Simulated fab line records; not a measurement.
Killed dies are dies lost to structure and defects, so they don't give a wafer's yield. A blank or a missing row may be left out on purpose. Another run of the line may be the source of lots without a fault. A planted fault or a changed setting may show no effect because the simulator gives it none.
Which tool was responsible? | flow gf180mcu | 14 lots with 42 wafers sampled at 3 steps, on a route of 602 steps

== WHAT THE GAUGES SHOWED, per wafer ==
GF_V4_OVL_MEAS_15.
lot  | measured     | on         | V4_OVL (nm)
L925 | day 24 20:08 | overlay-02 | -2 -5 -5
L926 | day 24 23:38 | overlay-02 | -10 -12 -10
L929 | day 25 21:53 | overlay-01 | -2 1 12
L931 | day 26 18:34 | overlay-01 | 5 10 2
L933 | day 27 13:20 | overlay-01 | -6 0 -1
L934 | day 27 14:10 | overlay-01 | 7 -4 0
L935 | day 27 19:52 | overlay-02 | -5 0 -9
L936 | day 27 20:53 | overlay-01 | -2 -2 -6
L937 | day 28 16:50 | overlay-02 | 3 2 3
L939 | day 29 05:50 | overlay-01 | 6 6 -2
L938 | day 29 06:43 | overlay-01 | 1 2 4
L942 | day 29 22:55 | overlay-02 | -3 -6 1
L943 | day 30 05:25 | overlay-02 | 2 0 -7
L944 | day 30 05:44 | overlay-02 | 3 6 3

GF_V4_RS_MEAS_24: the measuring method here is four-point-probe.
lot  | measured     | on            | V4_W_RS (ohm/sq)
L925 | day 24 21:04 | film_metro-02 | 0.327 0.327 0.324
L926 | day 25 00:33 | film_metro-02 | 0.322 0.326 0.325
L929 | day 25 22:49 | film_metro-04 | 0.321 0.328 0.328
L931 | day 26 19:32 | film_metro-04 | 0.320 0.320 0.329
L933 | day 27 14:19 | film_metro-02 | 0.319 0.329 0.321
L934 | day 27 15:08 | film_metro-04 | 0.329 0.327 0.329
L935 | day 27 20:47 | film_metro-04 | 0.326 0.327 0.327
L936 | day 27 21:49 | film_metro-01 | 0.329 0.328 0.327
L937 | day 28 17:45 | film_metro-02 | 0.323 0.325 0.322
L939 | day 29 06:49 | film_metro-01 | 0.325 0.327 0.327
L938 | day 29 07:41 | film_metro-04 | 0.323 0.334 0.325
L942 | day 29 23:50 | film_metro-04 | 0.322 0.329 0.320
L943 | day 30 06:22 | film_metro-04 | 0.322 0.328 0.328
L944 | day 30 06:43 | film_metro-04 | 0.331 0.333 0.324

== TOOL THAT RAN EACH LOT (tool first, then ch and the chambers of the sampled wafers, then the start) ==
lot  | GF_V4_SPUTTER_22
L925 | pvd_sputter-03, day 24 20:53
L926 | pvd_sputter-01, day 25 00:24
L929 | pvd_sputter-03, day 25 22:38
L931 | pvd_sputter-04, day 26 19:23
L933 | pvd_sputter-03, day 27 14:08
L934 | pvd_sputter-04, day 27 14:59
L935 | pvd_sputter-03, day 27 20:38
L936 | pvd_sputter-04, day 27 21:38
L937 | pvd_sputter-03, day 28 17:35
L939 | pvd_sputter-01, day 29 06:38
L938 | pvd_sputter-01, day 29 07:32
L942 | pvd_sputter-03, day 29 23:41
L943 | pvd_sputter-03, day 30 06:13
L944 | pvd_sputter-01, day 30 06:34
- GF_V4_SPUTTER_22: material TiN, target thk 10 nm, time 40 s.

== WHAT THE TOOLS THEMSELVES READ (means of the sampled wafers that have a number; where no wafer has one, the mark that the record gives instead) ==
GF_V4_SPUTTER_22.
lot  | tool           | throttle_valve_pct (%)
L925 | pvd_sputter-03 | 31.5
L926 | pvd_sputter-01 | 29.1
L929 | pvd_sputter-03 | 29.7
L931 | pvd_sputter-04 | 31.1
L933 | pvd_sputter-03 | 31.7
L934 | pvd_sputter-04 | 31.4
L935 | pvd_sputter-03 | 29.5
L936 | pvd_sputter-04 | 30.5
L937 | pvd_sputter-03 | 29.2
L939 | pvd_sputter-01 | 29.9
L938 | pvd_sputter-01 | 30.0
L942 | pvd_sputter-03 | 29.7
L943 | pvd_sputter-03 | 29.6
L944 | pvd_sputter-01 | 28.6

== THE ANSWER, worked out from the rows above alone ==
Rule: the lots themselves supply what counts as usual. The widest of any qualifying gaps counts: lots, ordered by their means at a reading, are off when they make up no more than a third of the lots, leave a main group of 4 or more, and stand apart from it by 3 or more times the standard deviation of that group's means. A main group is skipped when, at the precision printed for the reading in the tables above, its means are all equal. Also off: a lot with no number at a reading for which 4 or more lots have one. Where the step has rows for the other lots, those lots are counted as sound. First the gauges in route order, then the tools' own readings, where a lot's mean is used as printed above. At the first step where some lot is off, the reading lying furthest off is the one used; lots without a number count as furthest.
Nothing can be told from this: no lot is off at any reading shown.

== WHAT THE SIMULATOR PUT IN ==
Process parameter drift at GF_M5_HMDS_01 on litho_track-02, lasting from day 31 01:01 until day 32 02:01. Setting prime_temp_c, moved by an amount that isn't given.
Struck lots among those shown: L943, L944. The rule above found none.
